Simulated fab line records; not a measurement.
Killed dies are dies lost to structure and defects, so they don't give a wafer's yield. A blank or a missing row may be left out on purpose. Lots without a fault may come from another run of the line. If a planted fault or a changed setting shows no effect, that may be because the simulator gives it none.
Which of the tools did it? -- flow sky130 -- 13 lots, 39 wafers sampled, at 2 steps of a route of 708

== WHAT THE GAUGES READ, wafer by wafer ==
Not one reading of a measure or inspect step in the record can be checked against a usual standard deviation.

== TOOL THAT RAN EACH LOT (tool first, then ch and the chambers of the sampled wafers, then the start) ==
lot,SKY_LI_CONTACT_CLEAN_17,SKY_PAD_OPEN_PROBE_99
L620,"wet-bench-03 ch 1, day 29 08:15",-
L619,"wet-bench-04 ch 1, day 29 09:17",-
L621,"wet-bench-04 ch 1, day 29 16:02",-
L622,"wet-bench-02 ch 2, day 30 11:14",-
L624,"wet-bench-02 ch 2, day 30 22:33",-
L623,"wet-bench-04 ch 2, day 31 00:29",-
L625,"wet-bench-03 ch 1, day 31 01:31",-
L630,"wet-bench-03 ch 2, day 32 17:51","prober-02, day 48 11:26"
L633,"wet-bench-02 ch 1, day 33 16:30",-
L634,"wet-bench-04 ch 3, day 34 03:12",-
L635,"wet-bench-04 ch 1, day 34 08:36",-
L640,"wet-bench-04 ch 0, day 35 22:03",-
L641,"wet-bench-02 ch 0, day 35 22:42",-
- SKY_LI_CONTACT_CLEAN_17: cleans in NMP, time 600 s.
- SKY_PAD_OPEN_PROBE_99

== WHAT THE TOOLS THEMSELVES READ (means of the sampled wafers that have a number; where no wafer has one, the mark that the record gives instead) ==
SKY_PAD_OPEN_PROBE_99.
lot,tool,killed_at_M0_to_M3,killed_at_M4_up,killed-at-contacts,killed-at-front-end,killed-at-other,killed-dies,killed-open,killed-short
L630,prober-02,41,3.7,65,13,0.0,123,47,35

== THE ANSWER, worked out from the rows above alone ==
Rule: what is usual is taken from the lots themselves. Put in order of their means at a reading, lots are off if they are a third of the lots or fewer, leave a main group of 4 or more, and stand apart from it by a gap of 3 or more times the standard deviation of the main group's means; of several such gaps the widest counts. A main group whose means are all the same, to the digits that the tables above print for the reading, isn't used. A lot without any number at a reading at which 4 lots or more have one is off too. The other lots that the step has rows for count as sound. Order of review: gauges by route order, followed by the tools' own readings, for which a lot's mean as printed above is used. At the first step where some lot is off, the reading lying furthest off is the one used; lots without a number count as furthest.
No lot is off at any reading shown: from this, nothing can be told.

== WHAT THE SIMULATOR PUT IN ==
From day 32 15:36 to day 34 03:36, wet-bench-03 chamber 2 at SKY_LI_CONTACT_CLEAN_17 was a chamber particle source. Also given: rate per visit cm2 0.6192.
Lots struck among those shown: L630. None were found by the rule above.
